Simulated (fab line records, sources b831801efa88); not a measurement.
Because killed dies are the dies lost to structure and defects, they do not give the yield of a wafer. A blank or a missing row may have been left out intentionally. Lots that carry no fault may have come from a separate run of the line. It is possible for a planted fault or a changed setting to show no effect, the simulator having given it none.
Comparing a struck lot with a sound one -- flow sky130 -- 16 steps out of a route of 708
Sound: the wafers L699.2, L699.3, L699.4. The struck wafers were L705.1, L705.3, L705.6. At the end, the cause is stated.
For every step that has rows: the tool of each side, followed by ch and its chambers, followed by its first start. Under that, the readings that differ: sound wafers -- struck wafers -- difference of the means -- sigmas: that difference in standard deviations of wafers without a fault.
alike: same words and numbers on both sides, and readings whose means sit less than 2 such deviations apart. not compared: any withheld reading, any reading some wafer has no value for, any bound like >300 that may hide the same value, and any number with overlapping values for which the record gives no deviation.
Wherever a step has rows on one side only, a row that says differs or no value, or a row with sigmas, the two part there. When numbers do not overlap yet have no deviation, they are printed without sigmas and do not part them. A reading that every wafer of one side lacks parts them only if that side has two wafers or more.

first, 2 steps without rows for these wafers: SKY_VT_ADJUST_LVTN_PEB_16; SKY_VT_ADJUST_LVTN_DEVELOP_17 (develop time 60 s).
SKY_VT_ADJUST_LVTN_OVL_MEAS_18:
  struck on overlay-02, day 10 21:44; sound on overlay-02, day 9 11:29
  alike: VT_ADJUST_LVTN_01_OVL
next, for these wafers, 1 step has no rows: SKY_VT_ADJUST_LVTN_IMPLANT_19.
SKY_VT_ADJUST_LVTN_STRIP_20: strips in O2/N2.
  sound on plasmaAsher-02 ch 0,1, day 9 11:40; struck on plasmaAsher-02 ch 0,1, day 10 21:55
  alike: drypumpMotorCurrentA, oesProductAu, stripTimeToEndpointS
  not compared: rfHoursCounterH
SKY_VT_ADJUST_LVTN_TW_MEAS_21:
  struck on filmMetro-01, day 10 22:01; sound on filmMetro-04, day 9 11:46
  alike: VT_ADJUST_LVTN_2_TW
then, 6 steps without rows for these wafers: SKY_VT_ADJUST_NCORE_DEHYDRATE_00 (time 60 s); SKY_VT_ADJUST_NCORE_HMDS_01 (prime time 60 s); SKY_VT_ADJUST_NCORE_COAT_02 (resist thk 1140 nm); SKY_VT_ADJUST_NCORE_SOFTBAKE_03 (time 60 s); SKY_VT_ADJUST_NCORE_EXPOSE_04 (exposes mask LVTN COMPLEMENT THIN, target cd 380 nm); SKY_VT_ADJUST_NCORE_PEB_05.
SKY_VT_ADJUST_NCORE_DEVELOP_06: develop time 60 s.
  sound on lithoTrack-02 ch 0, day 10 09:32; struck on lithoTrack-01 ch 0, day 11 21:32
  alike: chillPlateTempC
SKY_VT_ADJUST_NCORE_CD_MEAS_07 targets a cd of 380 nm.
  struck on cdSem-01, day 11 21:41; sound on cdSem-02, day 10 09:41
reading,sound,struck,difference,sigmas
cdNm (nm),386.5 385.8 384.8,258.3 258.6 255.2,-128.3,-48
SKY_VT_ADJUST_NCORE_OVL_MEAS_08:
  struck on overlay-01, day 11 21:48; sound on overlay-01, day 10 09:47
  alike: VT_ADJUST_NCORE_OVL
-- here the record skips 37 days between the struck wafers' starts before and after, leaving off in module VT_ADJUST_NCORE and picking up in module PAD_OPEN (first step shown: number 708 of the route) --
SKY_PAD_OPEN_PROBE_99:
  struck on prober-02, day 49 02:37; sound on prober-01, day 47 08:17
reading,sound,struck,difference,sigmas
killedAtFrontEnd,6 10 10,17 16 24,+10,+3
  alike: killed_at_M0_to_M3, killed_at_M4_up, killedAtContacts, killedAtOther, killedDies, killedOpen, killedShort

## WHERE THEY PART
Last at SKY_PAD_OPEN_PROBE_99 as far as this record goes, first at SKY_VT_ADJUST_NCORE_CD_MEAS_07.

WHY: what had been put in by the simulator
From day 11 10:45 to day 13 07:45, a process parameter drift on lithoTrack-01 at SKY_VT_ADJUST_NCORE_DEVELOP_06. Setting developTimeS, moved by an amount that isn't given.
